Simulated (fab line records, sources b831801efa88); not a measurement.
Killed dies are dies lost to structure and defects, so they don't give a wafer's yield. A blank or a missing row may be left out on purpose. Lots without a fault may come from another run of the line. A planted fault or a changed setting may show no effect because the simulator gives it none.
Which tool did it? | flow gf180mcu | 14 lots, 42 wafers sampled, at 5 steps of a route of 602

WHAT THE GAUGES READ, wafer by wafer
GF_M1_RS_MEAS_05: measures by four-point-probe. Usual: M1_ALCU_RS 0.0697 ohm/sq, standard deviation 0.00067.
lot  | measured     | on            | M1_ALCU_RS (ohm/sq)  | flag
L372 | day 15 21:50 | film_metro-04 | 0.0713 0.0708 0.0714 |
L373 | day 16 09:19 | film_metro-04 | 0.0702 0.0694 0.0707 |
L374 | day 16 10:57 | film_metro-01 | 0.0703 0.0708 0.0698 |
L375 | day 17 05:16 | film_metro-02 | 0.0691 0.0692 0.0694 |
L376 | day 17 12:25 | film_metro-02 | 0.0695 0.0689 0.0693 |
L384 | day 20 11:05 | film_metro-02 | 0.0705 0.0703 0.0709 |
L385 | day 21 07:02 | film_metro-04 | 0.0696 0.0688 0.0688 |
L386 | day 21 16:11 | film_metro-02 | 0.0703 0.0706 0.0707 |
L387 | day 22 05:04 | film_metro-02 | 0.0683 0.0693 0.0682 |
L388 | day 22 18:19 | film_metro-04 | 0.0704 0.0696 0.0711 |
L390 | day 22 23:36 | film_metro-04 | 0.0695 0.0685 0.0688 |
L391 | day 23 08:35 | film_metro-04 | 0.0703 0.0695 0.0704 |
L393 | day 24 01:16 | film_metro-04 | 0.0692 0.0707 0.0709 |
L395 | day 24 11:32 | film_metro-02 | 0.0700 0.0700 0.0696 |

GF_M2_THK_MEAS_06: measures by xrf. Usual: M2_ALCU_THK 443 nm, standard deviation 4.8.
lot  | measured     | on            | M2_ALCU_THK (nm) | flag
L372 | day 17 21:46 | film_metro-04 | 443 444 451      |
L373 | day 18 10:29 | film_metro-02 | 439 442 444      |
L374 | day 18 12:19 | film_metro-02 | 441 442 444      |
L375 | day 19 07:37 | film_metro-04 | 440 440 442      |
L376 | day 19 14:37 | film_metro-02 | 450 444 447      |
L384 | day 22 14:08 | film_metro-02 | 482 491 485      | OFF
L385 | day 23 10:11 | film_metro-03 | 491 486 488      | OFF
L386 | day 23 17:07 | film_metro-02 | 447 442 450      |
L387 | day 24 05:49 | film_metro-03 | 445 438 439      |
L388 | day 24 18:47 | film_metro-03 | 438 438 435      |
L390 | day 24 23:27 | film_metro-04 | 443 450 447      |
L391 | day 25 13:25 | film_metro-03 | 448 448 454      |
L393 | day 25 22:53 | film_metro-02 | 438 437 439      |
L395 | day 26 12:46 | film_metro-02 | 445 441 443      |

WHICH TOOL RAN EACH LOT (tool, then ch and the chambers of the sampled wafers, then the start)
lot  | GF_CONTACT_SPUTTER_23        | GF_V1_CVD_23                  | GF_M2_SPUTTER_04
L372 | pvd_sputter-02, day 15 20:58 | cvd_w-02 ch 0,1, day 17 20:49 | pvd_sputter-04, day 17 21:35
L373 | pvd_sputter-04, day 16 08:27 | cvd_w-01 ch 0,1, day 18 09:32 | pvd_sputter-02, day 18 10:19
L374 | pvd_sputter-03, day 16 10:07 | cvd_w-02 ch 0,1, day 18 11:23 | pvd_sputter-01, day 18 12:10
L375 | pvd_sputter-04, day 17 04:25 | cvd_w-01 ch 0,1, day 19 06:40 | pvd_sputter-04, day 19 07:27
L376 | pvd_sputter-03, day 17 11:33 | cvd_w-02 ch 0,1, day 19 13:40 | pvd_sputter-02, day 19 14:27
L384 | pvd_sputter-04, day 20 10:14 | cvd_w-01 ch 0, day 22 13:11   | pvd_sputter-02, day 22 13:58
L385 | pvd_sputter-03, day 21 06:10 | cvd_w-02 ch 0,1, day 23 09:15 | pvd_sputter-01, day 23 10:01
L386 | pvd_sputter-03, day 21 15:21 | cvd_w-02 ch 0,1, day 23 16:11 | pvd_sputter-02, day 23 16:57
L387 | pvd_sputter-02, day 22 04:14 | cvd_w-01 ch 0,1, day 24 04:53 | pvd_sputter-01, day 24 05:39
L388 | pvd_sputter-03, day 22 10:41 | cvd_w-02 ch 0, day 24 17:50   | pvd_sputter-01, day 24 18:37
L390 | pvd_sputter-04, day 22 22:43 | cvd_w-02 ch 0,1, day 24 22:32 | pvd_sputter-02, day 24 23:16
L391 | pvd_sputter-02, day 23 07:43 | cvd_w-02 ch 0,1, day 25 12:20 | pvd_sputter-01, day 25 13:15
L393 | pvd_sputter-02, day 24 00:25 | cvd_w-02 ch 0,1, day 25 21:58 | pvd_sputter-01, day 25 22:44
L395 | pvd_sputter-03, day 24 10:41 | cvd_w-02 ch 0,1, day 26 11:50 | pvd_sputter-01, day 26 12:36
- GF_CONTACT_SPUTTER_23: material TiN, target thk 10 nm, time 40 s.
- GF_V1_CVD_23: deposits W, target thk 350 nm, time 105.05 s.
- GF_M2_SPUTTER_04: material TiN, target thk 50 nm, time 41.7 s.

WHAT THE TOOLS THEMSELVES READ (means of the sampled wafers that have a number; where no wafer has one, the mark that the record gives instead)
GF_CONTACT_SPUTTER_23. Usual: cathode_dc_power_W 4000.0 W, standard deviation 0.64; chamber_pressure_pa 5.000 Pa, standard deviation 0.01; throttle_valve_pct 29.5 %, standard deviation 1.
lot  | tool           | cathode_dc_power_W (W) | chamber_pressure_pa (Pa) | throttle_valve_pct (%) | flag
L372 | pvd_sputter-02 | 4000.3                 | 4.998                    | 30.8                   |
L373 | pvd_sputter-04 | 3999.9                 | 4.996                    | 28.6                   |
L374 | pvd_sputter-03 | 3999.8                 | 4.997                    | 29.5                   |
L375 | pvd_sputter-04 | 4000.3                 | 5.003                    | 28.6                   |
L376 | pvd_sputter-03 | 4000.2                 | 4.992                    | 29.0                   |
L384 | pvd_sputter-04 | 3999.3                 | 4.999                    | 28.8                   |
L385 | pvd_sputter-03 | 3999.5                 | 5.009                    | 30.1                   |
L386 | pvd_sputter-03 | 3999.7                 | 5.002                    | 29.6                   |
L387 | pvd_sputter-02 | 4000.7                 | 4.986                    | 29.6                   |
L388 | pvd_sputter-03 | 4000.0                 | 4.993                    | 29.2                   |
L390 | pvd_sputter-04 | 4000.0                 | 5.006                    | 28.4                   |
L391 | pvd_sputter-02 | 3999.7                 | 5.001                    | 30.8                   |
L393 | pvd_sputter-02 | 3999.8                 | 5.006                    | 30.2                   |
L395 | pvd_sputter-03 | 4000.1                 | 4.997                    | 29.7                   |

GF_V1_CVD_23. Usual: heater_power_w 742 W, standard deviation 52.
lot  | tool     | heater_power_w (W) | flag
L372 | cvd_w-02 | 706                |
L373 | cvd_w-01 | 765                |
L374 | cvd_w-02 | 715                |
L375 | cvd_w-01 | 764                |
L376 | cvd_w-02 | 716                |
L384 | cvd_w-01 | 748                |
L385 | cvd_w-02 | 724                |
L386 | cvd_w-02 | 713                |
L387 | cvd_w-01 | 817                |
L388 | cvd_w-02 | 707                |
L390 | cvd_w-02 | 716                |
L391 | cvd_w-02 | 707                |
L393 | cvd_w-02 | 717                |
L395 | cvd_w-02 | 707                |

GF_M2_SPUTTER_04. Usual: cathode_dc_power_W 6500.1 W, standard deviation 1.2; chamber_pressure_pa 0.3999 Pa, standard deviation 0.00085; throttle_valve_pct 30.2 %, standard deviation 1.
lot  | tool           | cathode_dc_power_W (W) | chamber_pressure_pa (Pa) | throttle_valve_pct (%) | flag
L372 | pvd_sputter-04 | 6500.5                 | 0.3998                   | 28.6                   |
L373 | pvd_sputter-02 | 6499.7                 | 0.4001                   | 30.6                   |
L374 | pvd_sputter-01 | 6499.8                 | 0.3997                   | 30.2                   |
L375 | pvd_sputter-04 | 6500.8                 | 0.3995                   | 29.0                   |
L376 | pvd_sputter-02 | 6500.7                 | 0.4002                   | 30.6                   |
L384 | pvd_sputter-02 | -                      | -                        | -                      | OFF
L385 | pvd_sputter-01 | -                      | -                        | -                      | OFF
L386 | pvd_sputter-02 | 6500.9                 | 0.3988                   | 29.5                   |
L387 | pvd_sputter-01 | 6499.6                 | 0.4001                   | 30.9                   |
L388 | pvd_sputter-01 | 6499.9                 | 0.3991                   | 30.1                   |
L390 | pvd_sputter-02 | 6500.2                 | 0.4001                   | 30.5                   |
L391 | pvd_sputter-01 | 6498.9                 | 0.3995                   | 30.8                   |
L393 | pvd_sputter-01 | 6499.4                 | 0.3999                   | 30.3                   |
L395 | pvd_sputter-01 | 6500.6                 | 0.3991                   | 31.0                   |

THE ANSWER, worked out from the rows above alone
Rule: a lot is off if the mean of its wafers that have a number lies more than 3 standard deviations from the usual mean. A lot without any number at a reading at which 4 lots or more have one is off too. The other lots that the step has rows for count as sound. The gauges are gone through in route order, then the tools' own readings, and for those a lot's mean is taken as printed above. The first step at which some lot is off is used, and at that step the reading that is off furthest; a lot without a number counts as furthest.
Off: L384, L385, at GF_M2_THK_MEAS_06 (M2_ALCU_THK).
A tool fits if, at a process step before that reading, it ran every lot that is off, and no sound lot after the first of them. The gauges at GF_M2_THK_MEAS_06 aren't tried: what is off there is off at GF_M2_SPUTTER_04 too, on other tools, and a gauge's error can't cause that. None of those tried fits.

WHAT THE SIMULATOR HAD PUT IN
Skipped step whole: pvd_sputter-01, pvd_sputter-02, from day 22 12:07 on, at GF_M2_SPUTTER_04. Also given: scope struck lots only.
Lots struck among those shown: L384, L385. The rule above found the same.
